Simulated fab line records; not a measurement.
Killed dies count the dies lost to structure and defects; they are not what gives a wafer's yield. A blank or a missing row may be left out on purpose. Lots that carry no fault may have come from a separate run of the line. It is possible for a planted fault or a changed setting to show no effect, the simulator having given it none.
Which tool was responsible? + flow gf180mcu + 13 lots, 39 wafers sampled, at 3 steps of a route of 602

WHAT THE GAUGES SHOWED, per wafer
GF_CONTACT_THK_MEAS_26: measures by xrf. Usual: CONTACT_W_THK typically reads 302 nm, with standard deviation 5.4.
| lot  | measured     | on            | CONTACT_W_THK (nm) | flag |
|------|--------------|---------------|--------------------|------|
| L350 | day 16 06:01 | film_metro-04 | 295 296 301        |      |
| L352 | day 16 19:11 | film_metro-02 | 303 313 309        |      |
| L353 | day 17 03:56 | film_metro-01 | 301 301 301        |      |
| L354 | day 17 10:47 | film_metro-02 | 311 309 296        |      |
| L357 | day 18 19:09 | film_metro-01 | 305 298 294        |      |
| L358 | day 19 04:21 | film_metro-01 | 295 298 295        |      |
| L359 | day 19 13:03 | film_metro-01 | 305 298 297        |      |
| L361 | day 20 03:25 | film_metro-04 | 304 306 302        |      |
| L362 | day 20 17:47 | film_metro-01 | 304 292 305        |      |
| L363 | day 20 18:49 | film_metro-02 | 309 309 312        |      |
| L367 | day 22 13:22 | film_metro-02 | 298 311 298        |      |

WHICH TOOL RAN EACH LOT (tool, then ch and the chambers of the sampled wafers, then the start)
| lot  | GF_DUAL_GATE_STRIP_13                | GF_CONTACT_SPUTTER_23        |
|------|--------------------------------------|------------------------------|
| L350 | plasma_asher-04 ch 0,1, day 8 02:43  | pvd_sputter-01, day 16 05:44 |
| L352 | plasma_asher-02 ch 0,1, day 8 17:41  | pvd_sputter-03, day 16 18:50 |
| L353 | plasma_asher-04 ch 0,1, day 9 02:07  | pvd_sputter-03, day 17 03:41 |
| L354 | plasma_asher-01 ch 0,1, day 9 05:19  | pvd_sputter-02, day 17 10:32 |
| L357 | plasma_asher-01 ch 0,1, day 10 07:49 | pvd_sputter-03, day 18 18:53 |
| L358 | plasma_asher-02 ch 0,1, day 10 08:55 | pvd_sputter-01, day 19 04:05 |
| L359 | plasma_asher-02 ch 0,1, day 10 16:40 | pvd_sputter-01, day 19 12:47 |
| L361 | plasma_asher-01 ch 0,1, day 11 08:10 | pvd_sputter-03, day 20 03:08 |
| L362 | plasma_asher-01 ch 0,1, day 11 15:04 | pvd_sputter-03, day 20 17:32 |
| L363 | plasma_asher-02 ch 0,1, day 11 19:43 | pvd_sputter-01, day 20 18:26 |
| L367 | plasma_asher-04 ch 0,1, day 13 06:10 | pvd_sputter-02, day 22 13:05 |
| L372 | plasma_asher-04 ch 0,1, day 15 02:59 | -                            |
| L373 | plasma_asher-04 ch 0,1, day 15 09:16 | -                            |
- GF_DUAL_GATE_STRIP_13: strips in O2/N2.
- GF_CONTACT_SPUTTER_23: material TiN, target thk 10 nm, time 40 s.

WHAT THE TOOLS THEMSELVES READ (means of the sampled wafers that have a number; where no wafer has one, the mark that the record gives instead)
GF_DUAL_GATE_STRIP_13. Usual: chamber_pressure_mTorr 1499.9 mTorr, standard deviation 1.4; drypump_motor_current_A 5.5 A, standard deviation 0.48; heater_power_w 342 W, standard deviation 31; n2_flow_sccm 300.0 sccm, standard deviation 0.87; oes_product_au 0.728 a.u., standard deviation 0.0045; platen_temp_c 250.03 C, standard deviation 0.18; strip_time_to_endpoint_s 12.28 s, standard deviation 0.036.
| lot  | tool            | chamber_pressure_mTorr (mTorr) | drypump_motor_current_A (A) | heater_power_w (W) | n2_flow_sccm (sccm) | oes_product_au (a.u.) | platen_temp_c (C) | strip_time_to_endpoint_s (s) | flag |
|------|-----------------|--------------------------------|-----------------------------|--------------------|---------------------|-----------------------|-------------------|------------------------------|------|
| L350 | plasma_asher-04 | 1500.4                         | 6.2                         | 339                | 300.7               | 0.736                 | 250.15            | 12.29                        |      |
| L352 | plasma_asher-02 | 1500.2                         | 5.7                         | 318                | 300.2               | 0.730                 | 250.04            | 12.27                        |      |
| L353 | plasma_asher-04 | 1499.0                         | 6.2                         | 337                | 301.4               | 0.733                 | 250.00            | 12.24                        |      |
| L354 | plasma_asher-01 | 1500.1                         | 5.1                         | 363                | 300.1               | 0.728                 | 250.02            | 12.27                        |      |
| L357 | plasma_asher-01 | 1500.0                         | 5.0                         | 367                | 300.4               | 0.727                 | 250.07            | 12.32                        |      |
| L358 | plasma_asher-02 | 1501.2                         | 5.7                         | 295                | 299.7               | 0.723                 | 250.05            | 12.27                        |      |
| L359 | plasma_asher-02 | 1499.3                         | 5.7                         | 315                | 299.8               | 0.727                 | 250.18            | 12.33                        |      |
| L361 | plasma_asher-01 | 1500.2                         | 5.1                         | 362                | 300.1               | 0.729                 | 250.09            | 12.32                        |      |
| L362 | plasma_asher-01 | 1500.3                         | 5.1                         | 362                | 300.1               | 0.731                 | 250.13            | 12.30                        |      |
| L363 | plasma_asher-02 | 1499.8                         | 5.7                         | 318                | 300.7               | 0.727                 | 249.80            | 12.28                        |      |
| L367 | plasma_asher-04 | 1499.9                         | 6.2                         | 340                | 298.7               | 0.727                 | 250.02            | 12.26                        |      |
| L372 | plasma_asher-04 | -                              | -                           | -                  | -                   | -                     | -                 | -                            | OFF  |
| L373 | plasma_asher-04 | -                              | -                           | -                  | -                   | -                     | -                 | -                            | OFF  |

GF_CONTACT_SPUTTER_23. Usual: throttle_valve_pct 30.5 %, standard deviation 0.88.
| lot  | tool           | throttle_valve_pct (%) | flag |
|------|----------------|------------------------|------|
| L350 | pvd_sputter-01 | 32.1                   |      |
| L352 | pvd_sputter-03 | 30.0                   |      |
| L353 | pvd_sputter-03 | 30.0                   |      |
| L354 | pvd_sputter-02 | 30.6                   |      |
| L357 | pvd_sputter-03 | 30.1                   |      |
| L358 | pvd_sputter-01 | 31.4                   |      |
| L359 | pvd_sputter-01 | 31.7                   |      |
| L361 | pvd_sputter-03 | 30.5                   |      |
| L362 | pvd_sputter-03 | 30.0                   |      |
| L363 | pvd_sputter-01 | 32.5                   |      |
| L367 | pvd_sputter-02 | 30.4                   |      |

THE ANSWER, worked out from the rows above alone
Rule: lot off if the mean of its wafers having a number is beyond 3 standard deviations from the usual mean. A lot without any number at a reading at which 4 lots or more have one is off too. All remaining lots with rows at the step are treated as sound. First the gauges in route order, then the tools' own readings, where a lot's mean is used as printed above. At the first step where some lot is off, the reading lying furthest off is the one used; lots without a number count as furthest.
Off, at GF_DUAL_GATE_STRIP_13 on chamber_pressure_mTorr: L372, L373. Without a number there: L372, L373.
If a tool, at that step or one of the process steps before it, ran each lot that is off and ran no sound lot following the first of them, it fits. One fits: plasma_asher-04 at GF_DUAL_GATE_STRIP_13. Its last sound lot is L367 (day 13 06:10), its first lot that is off L372 (day 15 02:59): a fault that began between those two fits.
Blank at GF_DUAL_GATE_STRIP_13 on the lots that are off, where sound lots have numbers: chamber_pressure_mTorr, drypump_motor_current_A, heater_power_w, n2_flow_sccm, oes_product_au, platen_temp_c, strip_time_to_endpoint_s.

WHAT THE SIMULATOR PUT IN
At GF_DUAL_GATE_STRIP_13, the step was skipped entirely on plasma_asher-04 from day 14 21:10 on. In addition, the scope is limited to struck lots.
Shown lots that were struck: L372, L373. The rule above found the same.
